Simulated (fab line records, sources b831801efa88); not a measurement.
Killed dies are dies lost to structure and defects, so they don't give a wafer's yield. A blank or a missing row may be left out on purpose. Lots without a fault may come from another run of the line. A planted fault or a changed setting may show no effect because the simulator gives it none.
Chamber matching | flow gf180mcu | GF_STI_CMP_25 on cmp-01: 4 sister chambers
The step polishes, stops on Si3N4, t overpolish 33 s, target thk 524.6 nm. 8 wafers are shown with their chamber, then 12 later ones without.

WAFERS WITH THEIR CHAMBER
wafer  | chamber | motor_current_A (A) | time_to_endpoint_s (s)
L089.6 | 3       | 10.5                | 125
L090.6 | 0       | 11.9                | 116
L091.1 | 2       | 9.8                 | 112
L091.2 | 3       | 10.6                | 119
L091.4 | 0       | 11.5                | 120
L092.3 | 1       | 13.7                | 126
L092.5 | 1       | 13.4                | 130
L092.6 | 2       | 10.4                | 120

WAFERS WITHOUT THEIR CHAMBER
wafer  | motor_current_A (A) | time_to_endpoint_s (s)
L092.1 | 12.2                | 120
L092.2 | 11.6                | 124
L092.4 | 10.4                | 114
L093.1 | 11.1                | 125
L093.3 | 13.1                | 135
L093.6 | 11.9                | 126
L094.4 | 11.9                | 121
L094.5 | 9.8                 | 118
L094.6 | 14.1                | 129
L097.1 | 14.1                | 122
L097.2 | 12.0                | 116
L097.4 | 10.9                | 124

WHICH CHAMBER EACH WENT THROUGH
wafer  | from the rows above     | in truth
L092.1 | 0                       | 0
L092.2 | 0                       | 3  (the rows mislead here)
L092.4 | can't be placed: 2 or 3 | 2
L093.1 | can't be placed: 3 or 0 | 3
L093.3 | 1                       | 1
L093.6 | 0                       | 0
L094.4 | 0                       | 0
L094.5 | can't be placed: 2 or 3 | 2
L094.6 | 1                       | 1
L097.1 | 1                       | 1
L097.2 | 0                       | 0
L097.4 | can't be placed: 3 or 0 | 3
Placed correctly: 7 of 12. Can't be placed from these rows: 4 (the true chamber is among the candidates in 4). Placed wrongly: 1.
How it was worked out, from the rows above alone: a wafer's distance from a chamber is the root of the sum, over the readings, of the square of ((its reading less the chamber's mean) divided by the reading's scatter). The wafer belongs to the nearest chamber; if the next one is less than 2 further off, it can't be placed. A chamber's mean is the mean of its shown wafers. The scatter: the root of (the sum of the squares of (reading less its chamber's mean) over the shown wafers, divided by (wafers less chambers)).
